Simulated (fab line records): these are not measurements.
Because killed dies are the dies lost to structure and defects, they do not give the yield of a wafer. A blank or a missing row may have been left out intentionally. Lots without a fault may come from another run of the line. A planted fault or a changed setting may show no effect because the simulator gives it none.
Which tool is to blame?    flow sky130    18 wafers from 6 lots sampled at 3 of the route's 708 steps

WHAT THE GAUGES SHOWED, per wafer
SKY_VT_ADJUST_NCORE_CD_MEAS_07: target cd 380 nm.
lot   measured      on         cd nm (nm)
L253  day 9 04:50   cd sem-02  378.4 379.9 382.2
L257  day 10 09:25  cd sem-02  379.3 376.7 378.8
L262  day 11 17:07  cd sem-02  380.4 377.5 378.8
L265  day 12 16:09  cd sem-01  381.4 380.7 380.9
L267  day 13 04:01  cd sem-02  378.4 377.4 381.1
L272  day 14 23:15  cd sem-02  383.7 381.7 384.7

TOOL THAT RAN EACH LOT (tool first, then ch and the chambers of the sampled wafers, then the start)
lot   SKY_NWELL_STRIP_25                    SKY_VT_ADJUST_NCORE_DEVELOP_06
L253  plasma asher-03 ch 0,1, day 5 22:01   litho track-04 ch 0, day 9 04:41
L257  plasma asher-02 ch 0,1, day 6 20:40   litho track-04 ch 0, day 10 09:16
L262  plasma asher-03 ch 0,1, day 7 23:56   litho track-03 ch 0, day 11 16:58
L265  plasma asher-04 ch 0,1, day 8 20:32   litho track-01 ch 0, day 12 16:01
L267  plasma asher-02 ch 0,1, day 9 06:34   litho track-01 ch 0, day 13 03:47
L272  plasma asher-03 ch 0,1, day 10 19:11  litho track-03 ch 0, day 14 23:06
- SKY_NWELL_STRIP_25: strips in O2/N2.
- SKY_VT_ADJUST_NCORE_DEVELOP_06: develop time 60 s.

THE ANSWER, worked out from the rows above alone
Rule: the lots themselves supply what counts as usual. Put in order of their means at a reading, lots are off if they are a third of the lots or fewer, leave a main group of 4 or more, and stand apart from it by a gap of 3 or more times the standard deviation of the main group's means; of several such gaps the widest counts. Not used: any main group whose means are identical at the precision the tables above print for the reading. A lot without any number at a reading at which 4 lots or more have one is off too. The other lots that the step has rows for count as sound.
Nothing can be told from this: no lot is off at any reading shown.

WHAT WAS PUT IN BY THE SIMULATOR
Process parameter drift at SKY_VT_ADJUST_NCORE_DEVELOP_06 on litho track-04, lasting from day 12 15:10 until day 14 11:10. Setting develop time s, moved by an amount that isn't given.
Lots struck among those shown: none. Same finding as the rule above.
